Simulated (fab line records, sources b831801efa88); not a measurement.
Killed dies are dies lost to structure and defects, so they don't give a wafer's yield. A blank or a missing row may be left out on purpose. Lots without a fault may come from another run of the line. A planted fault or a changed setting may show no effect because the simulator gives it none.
fab line records | flow gf180mcu
record lots=24 wafers=72 last_day=34
route steps=602 shown CONTACT@305 M2@366 M3@426 V3@455 V4@492 MIM@504
lots that met no fault: from a run of the same line without faults
start_h: hours from the record's first day to the start of the lot's first wafer shown | wait_h: hours since the lot's step before | " the same as in the row above | L1.1+2: a row that stands for several wafers | - no value, or no start given | * or withheld: withheld | < > ~ a bound
route shown NAME@n: a module of which the file shows steps, and the number in the route of the first | usual: mean/standard deviation of fault-free wafers | same: alike in all rows | chamber/n: place in a boat | sites: the reading at each site | _std_site: their standard deviation | _edge_site: outer sites' mean less inner sites' | radius_mm: how far each site lies from the wafer's centre | mask NAME#n: copy n | behind: the tool/chamber that last shaped the wafer | hold: why the lot was held/for how many hours/how that ended | device: the transistor (n, p or np) that didn't switch | end of line: the same wafers' tests at the end of the route | a step without rows: its recipe alone | killed: dies lost to structure and defects at the first sort, not the wafer's yield | map: a wafer's dies, x killed, . not, _ none there
set.NAME: the setting as run; set.NAME@STEP: as run at that earlier step | model.NAME: the simulator's own value behind a step, which no gauge read
steps of the route over a sample of lots; a table a step, a row a wafer
services: from which hour (start_h, from the record's first day; less than 0 if before it) a tool's chamber was out of use, for how many hours, and why
## steps
# step GF_CONTACT_STRIP_18
# recipe chemistry=O2/N2 power_w=1400 pressure_mtorr=1500 platen_temp_c=250 o2_flow_sccm=3000 n2_flow_sccm=300 overash_fraction=0.5
# usual drypump_motor_current_A=5.8/0.39 heater_power_w=320/32 oes_product_au=0.579/0.005
# columns lot.wafer tool chamber start_h wait_h drypump_motor_current_A heater_power_w oes_product_au rf_hours_counter_h
L074.1 plasma_asher-03 0 360.82 - 5.5 367 0.576 77
L074.2 " 1 " " 5.4 290 0.584 77
L074.6 " 1 " " 5.5 286 0.569 -
L075.4 plasma_asher-03 0 365.00 - 5.5 364 0.581 -
L075.5 " 0 " " 5.5 377 0.571 -
L075.6 " 1 " " 5.5 300 0.576 -
L076.1 plasma_asher-03 0 380.02 - 5.5 382 0.585 79
L076.2 " 1 " " 5.5 289 0.576 79
L076.5 " 1 " " 5.5 294 0.572 -
L077.1 plasma_asher-02 0 389.73 - 6.0 291 0.576 77
L077.4 " 0 " " 6.0 287 0.574 -
L077.6 " 0 " " 6.0 287 0.579 -
L078.2 plasma_asher-04 1 395.63 - 5.5 322 0.580 25
L078.5 " 0 " " 6.4 306 0.572 -
L078.6 " 1 " " 5.5 322 0.578 -
L079.2 plasma_asher-03 0 405.46 - 5.5 368 0.576 82
L079.3 " 1 " " 5.5 301 0.579 -
L079.5 " 0 " " 5.5 379 0.579 -
L080.2 plasma_asher-04 0 414.13 - 6.4 306 0.576 27
L080.4 " 1 " " 5.5 312 0.572 -
L080.5 " 1 " " 5.4 316 0.582 -
L081.3 plasma_asher-04 1 424.85 - 5.4 323 0.585 -
L081.4 " 0 " " 6.4 315 0.586 -
L081.5 " 0 " " 6.4 308 0.580 -
L082.1 plasma_asher-02 0 436.73 - 6.0 280 0.571 82
L082.3 " 1 " " 5.9 346 0.575 -
L082.4 " 0 " " 6.0 285 0.580 -
L083.3 plasma_asher-04 1 450.35 - 5.5 316 0.584 -
L083.4 " 0 " " 6.4 303 0.573 -
L083.6 " 1 " " 5.5 314 0.585 -
L085.4 plasma_asher-03 0 462.67 - 5.5 385 0.579 -
L085.5 " 1 " " 5.4 285 0.579 -
L085.6 " 0 " " 5.5 378 0.579 -
L084.2 plasma_asher-04 1 464.52 - 5.5 321 0.578 32
L084.5 " 0 " " 6.4 307 0.581 -
L084.6 " 1 " " 5.4 314 0.575 -
L086.2 plasma_asher-04 0 471.37 - 6.4 319 0.571 33
L086.3 " 1 " " 5.4 313 0.573 -
L086.4 " 0 " " 6.4 304 0.576 -
L087.1 plasma_asher-02 0 478.47 - 6.0 292 0.584 86
L087.2 " 1 " " 5.9 351 0.584 86
L087.6 " 0 " " 6.0 286 0.576 -
L088.2 plasma_asher-03 0 491.02 - 5.5 381 0.582 7
L088.3 " 0 " " 5.5 376 0.583 -
L088.6 " 0 " " 5.5 379 0.576 -
L089.2 plasma_asher-04 0 506.88 - 6.4 313 0.578 36
L089.3 " 0 " " 6.4 311 0.573 -
L089.6 " 1 " " 5.4 317 0.576 -
L090.1 plasma_asher-03 0 511.91 - 5.5 377 0.583 9
L090.2 " 1 " " 5.5 279 0.579 9
L090.3 " 1 " " 5.5 277 0.587 -
L091.2 plasma_asher-02 0 517.28 - 6.1 285 0.580 90
L091.5 " 1 " " 5.9 352 0.577 -
L091.6 " 0 " " 6.1 291 0.570 -
L092.1 plasma_asher-04 0 524.21 - 6.4 309 0.588 38
L092.2 " 1 " " 5.5 315 0.575 38
L092.4 " 0 " " 6.4 311 0.584 -
L093.1 plasma_asher-04 1 532.22 - 5.4 312 0.577 39
L093.3 " 1 " " 5.5 321 0.577 -
L093.5 " 0 " " 6.4 311 0.568 -
L094.1 plasma_asher-02 0 536.02 - 6.1 285 0.580 92
L094.2 " 1 " " 6.0 350 0.581 92
L094.3 " 0 " " 6.0 279 0.577 -
L095.1 plasma_asher-02 1 550.32 - 5.9 344 0.576 94
L095.2 " 0 " " 6.0 295 0.579 94
L095.6 " 1 " " 5.9 344 0.580 -
L096.2 plasma_asher-03 0 552.67 - 5.5 379 0.580 13
L096.4 " 1 " " 5.4 277 0.574 -
L096.5 " 0 " " 5.5 379 0.585 -
L097.1 plasma_asher-04 1 557.43 - 5.4 319 0.582 42
L097.4 " 0 " " 6.4 313 0.581 -
L097.5 " 1 " " 5.4 307 0.579 -
# step GF_M2_SPUTTER_04
# recipe material=TiN target_thk_nm=50 power_w=6500 time_s=43.69 chamber_pressure_pa=0.4
# usual chamber_pressure_pa=0.4001/0.00079 throttle_valve_pct=30.4/1
# columns lot.wafer tool chamber start_h wait_h chamber_pressure_pa throttle_valve_pct
L074.1 pvd_sputter-01 - 410.75 0.0 0.4006 31.5
L074.2 " - " " 0.4002 28.6
L074.6 " - " " 0.4000 28.8
L075.4 pvd_sputter-03 - 415.22 0.0 0.4002 31.0
L075.5 " - " " 0.3997 31.8
L075.6 " - " " 0.3995 30.3
L076.1 pvd_sputter-01 - 431.56 0.0 0.4009 31.2
L076.2 " - " " 0.3991 28.6
L076.5 " - " " 0.3996 28.4
L077.1 pvd_sputter-02 - 442.37 0.0 0.4001 29.4
L077.4 " - " " 0.4001 30.0
L077.6 " - " " 0.4014 29.2
L078.2 pvd_sputter-03 - 447.51 0.0 0.3994 30.4
L078.5 " - " " 0.4005 30.5
L078.6 " - " " 0.4007 31.2
L079.2 pvd_sputter-03 - 457.90 0.0 0.3996 30.1
L079.3 " - " " 0.3995 31.7
L079.5 " - " " 0.3992 31.9
L080.2 pvd_sputter-01 - 466.59 0.0 0.4006 28.6
L080.4 " - " " 0.3994 31.1
L080.5 " - " " 0.3996 28.9
L081.3 pvd_sputter-03 - 477.75 0.0 0.3980 30.5
L081.4 " - " " 0.4007 30.3
L081.5 " - " " 0.4001 30.2
L082.1 pvd_sputter-03 - 491.89 0.0 0.4016 30.3
L082.3 " - " " 0.4007 31.1
L082.4 " - " " 0.3998 32.0
L083.3 pvd_sputter-03 - 502.17 0.0 0.4005 31.5
L083.4 " - " " 0.4014 30.4
L083.6 " - " " 0.3996 31.7
L085.4 pvd_sputter-01 - 517.39 0.0 0.4000 28.9
L085.5 " - " " 0.4001 31.1
L085.6 " - " " 0.3996 28.3
L084.2 pvd_sputter-03 - 517.87 0.0 0.4019 30.3
L084.5 " - " " 0.4001 31.5
L084.6 " - " " 0.4000 30.5
L086.2 pvd_sputter-01 - 524.07 0.0 0.4009 31.3
L086.3 " - " " 0.3997 28.7
L086.4 " - " " 0.3990 28.4
L087.1 pvd_sputter-03 - 528.99 0.0 0.3986 31.6
L087.2 " - " " 0.4004 30.6
L087.6 " - " " 0.4015 31.2
L088.2 pvd_sputter-02 - 543.70 0.0 0.3998 30.9
L088.3 " - " " 0.3986 29.4
L088.6 " - " " 0.3985 30.8
L089.2 pvd_sputter-03 - 557.05 0.0 0.4009 30.4
L089.3 " - " " 0.4008 30.4
L089.6 " - " " 0.4001 31.8
L090.1 pvd_sputter-02 - 562.80 0.0 0.4004 30.7
L090.2 " - " " 0.4016 29.5
L090.3 " - " " 0.4006 30.3
L091.2 pvd_sputter-03 - 567.89 0.0 0.3990 31.7
L091.5 " - " " 0.4011 31.8
L091.6 " - " " 0.3998 30.4
L092.1 pvd_sputter-02 - 573.74 0.0 0.3991 29.1
L092.2 " - " " 0.4005 30.5
L092.4 " - " " 0.3996 31.0
L093.1 pvd_sputter-02 - 581.36 0.0 0.3998 29.2
L093.3 " - " " 0.4005 30.8
L093.5 " - " " 0.4005 30.0
L094.1 pvd_sputter-01 - 585.14 0.0 0.3994 28.6
L094.2 " - " " 0.4008 28.3
L094.3 " - " " 0.3999 31.1
L095.1 pvd_sputter-03 - 598.20 0.0 0.3989 30.6
L095.2 " - " " 0.3987 31.1
L095.6 " - " " 0.4007 30.6
L096.2 pvd_sputter-02 - 600.10 0.0 0.4006 30.4
L096.4 " - " " 0.3993 29.2
L096.5 " - " " 0.4009 29.2
L097.1 pvd_sputter-01 - 605.41 0.0 0.3991 28.7
L097.4 " - " " 0.3999 31.2
L097.5 " - " " 0.3999 31.5
# step GF_M3_STRIP_17
# recipe chemistry=O2/N2 power_w=1400 pressure_mtorr=1500 platen_temp_c=250 o2_flow_sccm=3000 n2_flow_sccm=300 overash_fraction=0.5
# usual drypump_motor_current_A=5.85/0.29 heater_power_w=324/34 oes_product_au=0.539/0.0049 strip_time_to_endpoint_s=7.43/0.046
# columns lot.wafer tool chamber start_h wait_h drypump_motor_current_A heater_power_w oes_product_au rf_hours_counter_h strip_time_to_endpoint_s
L074.1 plasma_asher-01 0 487.00 0.1 5.99 321 0.544 69 7.42
L074.2 " 1 " " 6.13 326 0.537 69 7.44
L074.6 " 0 " " 5.99 318 0.541 - 7.39
L075.4 plasma_asher-02 0 490.08 0.1 6.03 284 0.546 - 7.49
L075.5 " 0 " " 6.04 289 0.541 - 7.44
L075.6 " 1 " " 5.95 354 0.539 - 7.44
L076.1 plasma_asher-01 0 507.25 0.1 5.98 323 0.540 71 7.44
L076.2 " 1 " " 6.14 322 0.541 71 7.50
L076.5 " 1 " " 6.15 323 0.540 - 7.43
L077.1 plasma_asher-03 0 518.13 0.1 5.47 385 0.536 9 7.42
L077.4 " 0 " " 5.46 380 0.536 - 7.39
L077.6 " 0 " " 5.47 376 0.541 - 7.46
L078.2 plasma_asher-01 1 521.62 0.1 6.14 317 0.532 72 7.42
L078.5 " 1 " " 6.16 331 0.551 - 7.43
L078.6 " 0 " " 6.01 319 0.530 - 7.43
L079.2 plasma_asher-01 0 532.83 0.1 5.99 328 0.532 73 7.45
L079.3 " 1 " " 6.15 321 0.539 - 7.45
L079.5 " 0 " " 6.00 323 0.552 - 7.50
L080.2 plasma_asher-02 1 542.33 0.1 5.95 349 0.531 93 7.33
L080.4 " 0 " " 6.06 288 0.535 - 7.38
L080.5 " 1 " " 5.93 359 0.543 - 7.29
L081.3 plasma_asher-03 1 550.34 0.1 5.45 277 0.536 - 7.37
L081.4 " 0 " " 5.46 378 0.533 - 7.41
L081.5 " 0 " " 5.45 373 0.534 - 7.40
L082.1 plasma_asher-03 0 562.38 0.1 5.46 383 0.538 14 7.44
L082.3 " 1 " " 5.47 268 0.532 - 7.43
L082.4 " 0 " " 5.47 377 0.533 - 7.43
L083.3 plasma_asher-02 0 573.78 0.1 6.02 281 0.539 - 7.39
L083.4 " 1 " " 5.95 355 0.533 - 7.46
L083.6 " 0 " " 6.04 290 0.541 - 7.46
L085.4 plasma_asher-02 1 587.34 0.1 5.96 345 0.537 - 7.33
L085.5 " 0 " " 6.03 292 0.542 - 7.39
L085.6 " 1 " " 5.92 357 0.537 - 7.38
L084.2 plasma_asher-02 1 588.68 0.1 5.92 348 0.538 97 7.41
L084.5 " 1 " " 5.93 359 0.538 - 7.37
L084.6 " 0 " " 6.04 284 0.544 - 7.43
L086.2 plasma_asher-03 0 594.65 0.1 5.47 389 0.541 18 7.42
L086.3 " 0 " " 5.47 378 0.536 - 7.42
L086.4 " 1 " " 5.44 276 0.536 - 7.42
L087.1 plasma_asher-03 0 599.20 0.1 5.46 385 0.540 18 7.47
L087.2 " 1 " " 5.41 282 0.537 18 7.49
L087.6 " 1 " " 5.42 276 0.543 - 7.48
L088.2 plasma_asher-01 1 612.20 0.1 6.19 322 0.532 82 7.40
L088.3 " 0 " " 6.01 327 0.536 - 7.38
L088.6 " 0 " " 5.99 319 0.541 - 7.41
L089.2 plasma_asher-01 1 625.85 0.1 6.15 337 0.545 83 7.47
L089.3 " 1 " " 6.17 320 0.546 - 7.56
L089.6 " 0 " " 6.01 318 0.545 - 7.47
L090.1 plasma_asher-01 1 629.95 0.1 6.14 319 0.527 84 7.38
L090.2 " 0 " " 5.99 325 0.534 84 7.36
L090.3 " 0 " " 5.98 323 0.535 - 7.37
L091.2 plasma_asher-03 0 635.03 0.1 5.47 373 0.546 22 7.44
L091.5 " 0 " " 5.48 379 0.531 - 7.47
L091.6 " 1 " " 5.44 276 0.544 - 7.51
L092.1 plasma_asher-03 0 639.30 0.1 5.46 374 0.540 23 7.48
L092.2 " 1 " " 5.43 283 0.538 23 7.48
L092.4 " 1 " " 5.44 286 0.540 - 7.48
L093.1 plasma_asher-02 1 647.11 0.2 5.95 352 0.542 104 7.44
L093.3 " 1 " " 5.97 356 0.546 - 7.44
L093.5 " 0 " " 6.03 293 0.536 - 7.39
L094.1 plasma_asher-01 1 651.30 0.1 6.15 328 0.546 86 7.41
L094.2 " 0 " " 6.01 314 0.543 86 7.46
L094.3 " 1 " " 6.15 325 0.549 - 7.52
L095.1 plasma_asher-01 1 661.83 0.1 6.16 320 0.531 87 7.45
L095.2 " 0 " " 6.00 322 0.537 87 7.47
L095.6 " 1 " " 6.14 335 0.538 - 7.51
L096.2 plasma_asher-03 1 663.98 0.1 5.45 273 0.534 26 7.42
L096.4 " 0 " " 5.47 370 0.538 - 7.43
L096.5 " 0 " " 5.47 364 0.536 - 7.40
L097.1 plasma_asher-01 0 668.65 0.1 6.00 315 0.533 88 7.44
L097.4 " 0 " " 5.99 308 0.535 - 7.43
L097.5 " 1 " " 6.16 319 0.532 - 7.39
# step GF_V3_CMP_26
# recipe stop_on=SiO2 down_force_psi=3.5 platen_rpm=60 t_overpolish_s=15 target_thk_nm=0 pad_velocity_m_s=0.94248
# usual motor_current_A=11.6/1.3 overpolish_run_s=15.002/0.0096 time_to_endpoint_s=81/3.9
# columns lot.wafer tool chamber start_h wait_h motor_current_A overpolish_run_s time_to_endpoint_s
L074.2 cmp-02 1 513.12 0.0 10.9 15.004 78
L074.1 " 0 " " 11.6 14.986 75
L074.6 " 2 " " 11.4 14.999 77
L075.4 cmp-01 0 517.62 0.0 10.9 14.992 85
L075.6 " 0 " " 10.5 14.994 84
L075.5 " 1 " " 10.1 15.014 74
L076.2 cmp-01 2 532.52 0.1 13.2 15.009 84
L076.1 " 3 " " 14.3 14.998 83
L076.5 " 0 " " 10.1 14.993 83
L077.1 cmp-01 2 544.42 1.0 12.9 15.008 80
L077.4 " 0 " " 10.9 15.012 83
L077.6 " 3 " " 13.9 15.002 83
L078.2 cmp-01 3 547.43 0.2 13.8 15.004 81
L078.6 " 0 " " 10.2 14.998 82
L078.5 " 1 " " 9.7 15.006 78
L079.3 cmp-01 2 557.92 0.1 13.6 14.997 85
L079.2 " 0 " " 10.6 15.007 84
L079.5 " 1 " " 10.2 14.998 78
L080.4 cmp-01 3 567.78 0.0 14.0 14.991 78
L080.2 " 2 " " 13.1 15.003 81
L080.5 " 3 " " 14.2 14.997 79
L081.4 cmp-02 1 575.57 0.2 11.1 15.004 75
L081.3 " 2 " " 10.5 14.996 76
L081.5 " 0 " " 12.2 15.000 77
L082.3 cmp-01 0 586.96 0.0 10.6 15.001 84
L082.4 " 1 " " 9.9 14.996 78
L082.1 " 3 " " 14.2 14.998 82
L083.4 cmp-01 3 597.56 0.0 14.1 15.011 78
L083.3 " 0 " " 10.7 15.006 79
L083.6 " 3 " " 14.1 14.999 82
L085.4 cmp-02 3 610.88 0.1 10.7 14.982 85
L085.5 " 2 " " 10.9 15.004 82
L085.6 " 3 " " 11.0 14.986 87
L084.2 cmp-02 2 612.96 0.2 11.8 14.982 79
L084.6 " 3 " " 10.8 14.997 87
L084.5 " 0 " " 11.5 14.996 77
L086.2 cmp-02 3 617.83 0.0 11.2 14.992 92
L086.3 " 0 " " 11.4 15.004 79
L086.4 " 1 " " 10.7 14.984 84
L087.2 cmp-02 2 623.09 0.1 10.7 15.004 79
L087.1 " 3 " " 11.2 14.999 85
L087.6 " 1 " " 10.9 15.000 79
L088.2 cmp-01 0 635.13 0.1 10.3 14.991 77
L088.3 " 2 " " 13.7 14.996 83
L088.6 " 0 " " 10.4 15.003 77
L089.3 cmp-01 1 648.52 0.1 9.5 14.981 76
L089.2 " 2 " " 13.0 15.009 82
L089.6 " 1 " " 10.2 15.022 77
L090.3 cmp-02 2 652.92 0.4 10.7 15.024 82
L090.1 " 0 " " 12.3 15.014 80
L090.2 " 1 " " 10.9 15.010 82
L091.2 cmp-02 3 658.58 0.4 11.8 15.010 89
L091.6 " 2 " " 11.2 15.002 86
L091.5 " 3 " " 11.3 15.001 89
L092.2 cmp-02 2 661.19 0.0 11.0 15.005 81
L092.4 " 3 " " 11.0 14.996 84
L092.1 " 0 " " 11.8 14.998 79
L093.1 cmp-02 0 668.72 0.1 11.9 15.009 84
L093.3 " 1 " " 10.9 14.983 83
L093.5 " 2 " " 11.5 15.007 82
L094.2 cmp-01 3 673.22 0.0 13.9 15.009 80
L094.1 " 0 " " 10.5 15.004 77
L094.3 " 1 " " 10.5 15.015 75
L095.2 cmp-02 0 683.26 0.0 12.0 14.994 79
L095.1 " 1 " " 11.3 15.009 79
L095.6 " 1 " " 11.1 14.982 80
L096.4 cmp-01 3 684.93 0.1 14.0 14.993 76
L096.2 " 0 " " 10.0 15.006 79
L096.5 " 3 " " 13.8 14.992 79
L097.4 cmp-01 3 689.13 0.0 13.8 14.986 78
L097.1 " 1 " " 10.4 15.012 73
L097.5 " 0 " " 9.9 14.993 77
# step GF_V4_ETCH_16
# recipe chemistry=N2/H2 target_depth_a=withheld overetch_a=withheld time_s=withheld target=BARC ion_energy_ev=200 source_w=500 bias_w=100 pressure_mtorr=30 n2_flow_sccm=100 h2_flow_sccm=200
# usual drypump_motor_current_A=5.7/0.36 oes_product_au=0.855/0.0045 throttle_valve_pct=13.226/0.0087
# columns lot.wafer tool chamber start_h wait_h drypump_motor_current_A oes_product_au throttle_valve_pct
L074.1 rie_diel-01 1 560.92 0.0 6.1 0.849 13.232
L074.2 " 2 " " 5.6 0.854 13.219
L074.6 " 1 " " 6.1 0.860 13.225
L075.4 rie_diel-03 3 565.17 0.0 5.5 0.853 13.231
L075.5 " 1 " " 5.8 0.856 13.222
L075.6 " 2 " " 5.6 0.856 13.222
L076.1 rie_diel-03 2 578.12 0.0 5.6 0.852 13.219
L076.2 " 1 " " 5.8 0.847 13.234
L076.5 " 3 " " 5.5 0.855 13.229
L077.1 rie_diel-01 1 590.55 0.0 6.1 0.855 13.233
L077.4 " 0 " " 5.0 0.850 13.242
L077.6 " 0 " " 5.0 0.855 13.223
L078.2 rie_diel-01 3 592.72 0.0 6.0 0.855 13.228
L078.5 " 2 " " 5.6 0.845 13.221
L078.6 " 3 " " 6.0 0.850 13.221
L079.2 rie_diel-03 1 603.80 0.0 5.8 0.856 13.238
L079.3 " 2 " " 5.6 0.856 13.222
L079.5 " 0 " " 5.9 0.856 13.224
L080.2 rie_diel-03 3 612.82 0.0 5.5 0.846 13.231
L080.4 " 2 " " 5.6 0.855 13.214
L080.5 " 3 " " 5.5 0.858 13.215
L081.3 rie_diel-01 1 620.50 0.0 6.1 0.855 13.218
L081.4 " 3 " " 6.0 0.858 13.222
L081.5 " 0 " " 5.1 0.863 13.241
L082.1 rie_diel-02 0 630.22 0.0 5.3 0.862 13.244
L082.3 " 2 " " 6.3 0.859 13.212
L082.4 " 1 " " 5.2 0.853 13.223
L083.3 rie_diel-02 3 640.60 0.0 5.6 0.856 13.242
L083.4 " 0 " " 5.3 0.854 13.218
L083.6 " 3 " " 5.5 0.852 13.225
L085.4 rie_diel-01 1 651.80 0.0 6.1 0.850 13.228
L085.5 " 2 " " 5.6 0.855 13.239
L085.6 " 1 " " 6.1 0.856 13.224
L084.2 rie_diel-03 1 654.65 0.0 5.8 0.861 13.221
L084.5 " 0 " " 5.9 0.850 13.200
L084.6 " 1 " " 5.8 0.859 13.224
L086.2 rie_diel-03 2 659.15 0.0 5.6 0.858 13.233
L086.3 " 3 " " 5.5 0.852 13.218
L086.4 " 0 " " 6.0 0.850 13.244
L087.1 rie_diel-01 3 666.00 0.0 6.0 0.850 13.217
L087.2 " 0 " " 5.0 0.844 13.211
L087.6 " 0 " " 5.1 0.863 13.218
L088.2 rie_diel-01 3 676.42 0.0 6.0 0.860 13.228
L088.3 " 0 " " 5.1 0.850 13.230
L088.6 " 0 " " 5.1 0.859 13.221
L089.2 rie_diel-01 1 689.10 0.0 6.1 0.857 13.225
L089.3 " 0 " " 5.0 0.858 13.228
L089.6 " 3 " " 6.0 0.848 13.220
L090.1 rie_diel-03 3 694.10 0.0 5.5 0.854 13.218
L090.2 " 0 " " 5.9 0.854 13.220
L090.3 " 1 " " 5.8 0.849 13.214
L091.2 rie_diel-02 3 697.15 0.0 5.6 0.851 13.215
L091.5 " 3 " " 5.6 0.853 13.225
L091.6 " 0 " " 5.3 0.849 13.225
L092.1 rie_diel-02 2 700.45 0.0 6.3 0.861 13.225
L092.2 " 1 " " 5.2 0.856 13.230
L092.4 " 3 " " 5.5 0.855 13.214
L093.1 rie_diel-01 0 707.15 0.0 5.1 0.851 13.239
L093.3 " 1 " " 6.1 0.851 13.229
L093.5 " 0 " " 5.0 0.849 13.231
L094.1 rie_diel-03 2 712.80 0.0 5.6 0.851 13.239
L094.2 " 1 " " 5.8 0.863 13.241
L094.3 " 3 " " 5.5 0.862 13.224
L095.1 rie_diel-03 2 722.20 0.0 5.6 0.855 13.220
L095.2 " 3 " " 5.5 0.855 13.230
L095.6 " 2 " " 5.6 0.854 13.211
L096.2 rie_diel-01 1 723.50 0.0 6.1 0.851 13.208
L096.4 " 2 " " 5.6 0.859 13.232
L096.5 " 1 " " 6.1 0.853 13.230
L097.1 rie_diel-02 3 727.90 0.0 5.6 0.855 13.216
L097.4 " 2 " " 6.3 0.855 13.226
L097.5 " 0 " " 5.3 0.855 13.225
# step GF_MIM_SPUTTER_01
# recipe material=TiN target_thk_nm=30 power_w=6500 time_s=25 chamber_pressure_pa=0.4
# usual chamber_pressure_pa=0.3998/0.00078 throttle_valve_pct=30.4/1.1
# columns lot.wafer tool chamber start_h wait_h chamber_pressure_pa throttle_valve_pct
L074.1 pvd_sputter-01 - 562.37 0.1 0.4000 28.7
L074.2 " - " " 0.3989 31.3
L074.6 " - " " 0.3992 31.3
L075.4 pvd_sputter-01 - 566.62 0.1 0.4005 28.8
L075.5 " - " " 0.4011 31.2
L075.6 " - " " 0.4004 28.8
L076.1 pvd_sputter-01 - 579.64 0.1 0.3986 31.7
L076.2 " - " " 0.3996 31.1
L076.5 " - " " 0.4004 28.1
L077.1 pvd_sputter-03 - 592.00 0.1 0.3995 31.0
L077.4 " - " " 0.4005 31.8
L077.6 " - " " 0.4006 30.4
L078.2 pvd_sputter-04 - 594.17 0.1 0.4011 29.7
L078.5 " - " " 0.4000 30.5
L078.6 " - " " 0.3988 31.5
L079.2 pvd_sputter-03 - 605.25 0.1 0.3998 31.8
L079.3 " - " " 0.3978 31.0
L079.5 " - " " 0.3999 30.3
L080.2 pvd_sputter-03 - 614.46 0.1 0.3984 30.3
L080.4 " - " " 0.3988 31.3
L080.5 " - " " 0.3993 30.9
L081.3 pvd_sputter-04 - 621.99 0.1 0.4003 30.8
L081.4 " - " " 0.4003 29.8
L081.5 " - " " 0.4008 31.2
L082.1 pvd_sputter-01 - 631.67 0.1 0.3997 31.0
L082.3 " - " " 0.4015 31.0
L082.4 " - " " 0.3990 28.2
L083.3 pvd_sputter-01 - 642.06 0.1 0.3997 31.1
L083.4 " - " " 0.3997 28.3
L083.6 " - " " 0.4000 28.4
L085.4 pvd_sputter-04 - 653.62 0.1 0.3984 30.8
L085.5 " - " " 0.4000 31.4
L085.6 " - " " 0.3988 31.1
L084.2 pvd_sputter-01 - 656.10 0.1 0.4007 31.4
L084.5 " - " " 0.4004 30.9
L084.6 " - " " 0.4003 28.4
L086.2 pvd_sputter-01 - 660.61 0.1 0.4002 31.1
L086.3 " - " " 0.3997 29.0
L086.4 " - " " 0.3987 31.0
L087.1 pvd_sputter-03 - 667.45 0.1 0.3997 31.8
L087.2 " - " " 0.4011 31.1
L087.6 " - " " 0.4002 31.7
L088.2 pvd_sputter-01 - 677.87 0.1 0.3993 28.8
L088.3 " - " " 0.3996 28.6
L088.6 " - " " 0.4003 28.6
L089.2 pvd_sputter-01 - 690.58 0.1 0.4002 28.4
L089.3 " - " " 0.3985 28.7
L089.6 " - " " 0.4003 31.1
L090.1 pvd_sputter-03 - 695.60 0.1 0.3992 30.4
L090.2 " - " " 0.3996 30.3
L090.3 " - " " 0.4002 31.1
L091.2 pvd_sputter-03 - 698.65 0.1 0.4009 30.3
L091.5 " - " " 0.4004 31.2
L091.6 " - " " 0.3989 30.3
L092.1 pvd_sputter-04 - 701.94 0.1 0.3995 31.6
L092.2 " - " " 0.3995 30.0
L092.4 " - " " 0.3994 30.9
L093.1 pvd_sputter-04 - 708.60 0.1 0.3994 30.1
L093.3 " - " " 0.4006 31.0
L093.5 " - " " 0.3998 30.9
L094.1 pvd_sputter-01 - 714.26 0.1 0.3995 28.6
L094.2 " - " " 0.3994 28.4
L094.3 " - " " 0.4003 31.1
L095.1 pvd_sputter-03 - 723.66 0.1 0.3994 30.9
L095.2 " - " " 0.4004 31.2
L095.6 " - " " 0.3997 30.3
L096.2 pvd_sputter-04 - 724.98 0.1 0.3999 31.3
L096.4 " - " " 0.4001 30.7
L096.5 " - " " 0.4003 29.9
L097.1 pvd_sputter-04 - 729.38 0.1 0.4003 29.9
L097.4 " - " " 0.4005 31.0
L097.5 " - " " 0.3987 29.8
## services
# columns tool chamber start_h hours kind
pvd_sputter-03 - 348.70 4.4 repair
cmp-01 - 355.85 1.1 repair
cmp-01 - 384.89 2.1 repair
pvd_sputter-01 - 392.50 3.0 repair
pvd_sputter-01 - 397.37 7.8 repair
cmp-01 - 404.89 0.2 repair
cmp-01 - 411.07 6.3 repair
plasma_asher-03 - 421.25 9.0 pm
pvd_sputter-01 - 442.05 3.8 repair
plasma_asher-02 - 466.79 1.6 repair
pvd_sputter-03 - 472.35 2.2 repair
cmp-01 - 488.17 4.2 repair
pvd_sputter-03 - 570.11 1.8 repair
cmp-01 - 572.00 4.0 pm
pvd_sputter-03 - 572.90 6.7 repair
plasma_asher-02 - 579.50 2.7 repair
pvd_sputter-01 - 596.03 3.1 repair
cmp-01 - 641.60 1.6 repair
plasma_asher-02 - 648.60 14.6 pm
cmp-01 - 651.92 7.6 pm
pvd_sputter-01 - 653.47 1.0 repair
pvd_sputter-03 - 699.58 7.9 repair
cmp-01 - 717.52 5.4 repair
pvd_sputter-01 - 727.95 6.9 repair
## key
fault none
